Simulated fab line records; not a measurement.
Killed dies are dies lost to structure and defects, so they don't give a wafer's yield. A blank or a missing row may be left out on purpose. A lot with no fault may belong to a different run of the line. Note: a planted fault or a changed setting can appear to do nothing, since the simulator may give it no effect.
2 desks looking at one fault -- flow sky130 -- numbers are kept per desk, each desk with only its own; the story behind them comes last

FOR THE TOOL OWNER'S DESK: rie_si-02
The tool's own readings at SKY_FIELD_ISO_ETCH_17 (etches Si in HBr/Cl2/O2, target depth 342 nm, time 97.7 s): means of the sampled wafers that have a number, for each lot that ran on this tool. The brackets show how far a lot's mean lies from the usual mean; more than 4 standard deviations puts the lot out of limits, marked OUT.
Columns: A = drypump_motor_current_A at SKY_FIELD_ISO_ETCH_17, usual 5.9 A; B = mfc_cl2_sccm at SKY_FIELD_ISO_ETCH_17, usual 39.99 sccm; C = oes_product_au at SKY_FIELD_ISO_ETCH_17, usual 1.001 a.u.; D = run_length_s at SKY_FIELD_ISO_ETCH_17, usual 125.9 s; E = throttle_valve_pct at SKY_FIELD_ISO_ETCH_17, usual 25.656 %
lot,first seen here,A,B,C,D,E
L704,day 3 17:02,6.2,40.07,1.001,125.8,25.657
L711,day 5 07:50,6.2,40.07,1.007,125.8,25.654
L715,day 6 03:08,6.2,40.02,1.013,118.8 (-23) OUT,25.646
L717,day 6 13:11,6.5,40.04,0.990,119.1 (-22) OUT,25.657
This desk finds L715, L717 out of limits, L715 being first, at day 6 03:08 (run_length_s at SKY_FIELD_ISO_ETCH_17). L704, L711: within limits.

METROLOGY DESK
Lot by lot, what the gauges showed, no matter which tool ran the lot: averages of those sampled wafers that carry a number. The brackets show how far a lot's mean lies from the usual mean; more than 4 standard deviations puts the lot out of limits, marked OUT.
Columns: A = cd_nm at SKY_FIELD_ISO_CD_MEAS_13, usual 149.9 nm
lot,first seen here,A
L704,day 3 16:43,148.2
L707,day 4 10:17,151.9
L711,day 5 07:31,147.6
L715,day 6 02:50,148.4
L716,day 6 07:10,148.9
L717,day 6 12:55,150.8
This desk's finding: nothing out of limits on any of the 6 lots.

PUT TOGETHER
On L715, L717, at day 6 03:08, an alarm was possible from the tool owner's desk.
Nothing out of limits was seen by the metrology desk.
The metrology desk holds a record of L715, L717, inside its limits.
SKY_FIELD_ISO_ETCH_17 was run on rie_si-02 by each of the lots named.

WHAT THE SIMULATOR HAD PUT IN
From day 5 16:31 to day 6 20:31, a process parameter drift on rie_si-02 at SKY_FIELD_ISO_ETCH_17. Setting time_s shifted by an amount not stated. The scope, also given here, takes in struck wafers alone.
Struck lots among those shown: L715, L717.
Time in hours from fault onset to the first out-of-limits reading at each desk: the tool owner's desk, 11.
